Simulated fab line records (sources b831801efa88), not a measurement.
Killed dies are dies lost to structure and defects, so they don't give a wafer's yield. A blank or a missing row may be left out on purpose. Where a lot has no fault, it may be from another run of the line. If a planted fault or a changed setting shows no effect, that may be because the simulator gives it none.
Struck lot and sound lot, side by side | flow sky130 | 18 out of 708 route steps
Sound: these wafers, L414.2, L414.4, L414.5. Wafers L419.1, L419.4, L419.6 were the ones struck. At the end, the cause is stated.
Each step with rows lists, per side, the tool, then ch with its chambers, then its first start. Under that, the readings that differ: sound wafers | struck wafers | difference of the means | sigmas: that difference in standard deviations of wafers without a fault.
alike: readings whose means differ by less than 2 such deviations, and words and numbers that are the same on both sides. not compared: withheld readings, readings that some wafer has no value for, bounds like >300 that may hide the same value, and numbers for which the record gives no deviation and whose values overlap.
A row with sigmas, a row that says differs or no value, or rows on one side alone: a step with any of these is where the two part. Numbers that have no deviation but don't overlap get no sigmas and don't part them. A reading that every wafer of one side lacks parts them only if that side has two wafers or more.

first, 5 steps without rows for these wafers: SKY_SD_N_COAT_02 (resist thk 1140 nm); SKY_SD_N_SOFTBAKE_03 (time 60 s); SKY_SD_N_EXPOSE_04 (exposes mask NSDM, target cd 380 nm); SKY_SD_N_PEB_05; SKY_SD_N_DEVELOP_06 (develop time 60 s).
SKY_SD_N_CD_MEAS_07: target cd 380 nm.
  struck on cd-sem-02, day 32 06:33; sound on cd-sem-01, day 31 06:16
  alike: cd-nm
SKY_SD_N_OVL_MEAS_08:
  struck on overlay-01, day 32 06:40; sound on overlay-01, day 31 06:22
  alike: SD_N_OVL
then, 2 steps without rows for these wafers: SKY_SD_N_IMPLANT_09; SKY_SD_N_IMPLANT_10.
SKY_SD_N_STRIP_11: strips in O2/N2.
  sound on plasma-asher-03 ch 0,1, day 31 06:41; struck on plasma-asher-04 ch 1, day 32 07:01
  alike: drypump-motor-current-A, oes-product-au, strip-time-to-endpoint-s
  not compared: rf-hours-counter-h
SKY_SD_N_TW_MEAS_12:
  struck on film-metro-02, day 32 07:07; sound on film-metro-03, day 31 06:48
  alike: SD_N_TW
then, 1 step without rows for these wafers: SKY_SD_N_CLEAN_13 (cleans in SC1/SC2, time 150 s).
SKY_SD_N_RTA_14: time 2 s.
  sound on rtp-anneal-01 ch 0, day 31 06:55; struck on rtp-anneal-01 ch 0, day 32 07:13
  reading            | sound                | struck               | difference | sigmas
  lamp-power-pct (%) | 15.71 15.70 15.70    | 16.80 16.71 16.77    | +1.06      | +20
  wafer_temp_C_max   | 1079.6 1078.0 1078.0 | 1120.6 1121.1 1121.4 | +42.5      | +35
  alike: chamber-o2-ppm
SKY_SD_N_RS_MEAS_16: the measuring method here is four-point-probe.
  struck on film-metro-01, day 32 07:23; sound on film-metro-01, day 31 07:05
  reading          | sound             | struck            | difference | sigmas
  SD_N_RS (ohm/sq) | 68.51 68.36 68.53 | 60.43 60.43 60.39 | -8.05      | -67
SKY_SD_N_RS_MEAS_17: the measuring method here is four-point-probe.
  struck on film-metro-01, day 32 07:31; sound on film-metro-01, day 31 07:13
  reading          | sound             | struck            | difference | sigmas
  SD_P_RS (ohm/sq) | 146.9 146.7 146.8 | 108.0 107.9 108.2 | -38.8      | -99 or more
SKY_SD_N_RS_MEAS_18: the measuring method here is four-point-probe.
  struck on film-metro-01, day 32 07:38; sound on film-metro-01, day 31 07:20
  reading               | sound             | struck            | difference | sigmas
  RES_XHIGH_RS (ohm/sq) | 334.8 334.0 334.0 | 330.7 330.1 331.0 | -3.7       | -3
then, 1 step without rows for these wafers: SKY_SALICIDE_CLEAN_00 (cleans in HF-last, time 30 s).
-- the record jumps here: 17 days lie between the struck wafers' starts before and after (it left off in module SALICIDE and takes up again in module PAD_OPEN, whose first step shown is number 708 of the route) --
SKY_PAD_OPEN_PROBE_99:
  struck on prober-01, day 48 21:49; sound on prober-01, day 48 07:04
  reading                              | sound             | struck            | difference | sigmas
  model.etest.res-xhigh-po.line-ohm-um | 5643 5797 5891    | 3949 3885 4027    | -1823      |
  model.etest.res-xhigh-po.rs-ohm-sq   | 2015 1985 2065    | 1361 1378 1381    | -648       |
  model.etest.pfet_01v8.r-on-ohm-um    | 2929 2820 2959    | 2431 2434 2380    | -488       |
  model.etest.res-pdiff.line-ohm-um    | 1356 1344 1351    | 1065 1026 1064    | -299       |
  model.etest.res-high-po.line-ohm-um  | 755.7 744.4 751.2 | 573 562.2 578.3   | -179       |
  model.etest.licon-high-po.rc-ohm     | 354.3 346 360.8   | 221.7 223.1 225   | -130.4     |
  model.etest.res-ndiff.line-ohm-um    | 770.2 759.8 754.9 | 678.2 669.4 677.9 | -86.5      |
  alike: killed_at_M0_to_M3, killed_at_M4_up, killed-at-contacts, killed-at-front-end, killed-at-other, killed-dies, killed-on-rim, killed-open, killed-short
  not compared: model.etest.pfet-g5v0d10v5.r-on-ohm-um

WHERE THEY PART
First at SKY_SD_N_RTA_14; last, within this record, at SKY_SD_N_RS_MEAS_18. Later steps at which nothing parts them and some readings are alike: SKY_PAD_OPEN_PROBE_99.

WHY: whatever the simulator had introduced
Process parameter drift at SKY_SD_N_RTA_14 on rtp-anneal-01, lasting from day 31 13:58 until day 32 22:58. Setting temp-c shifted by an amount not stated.
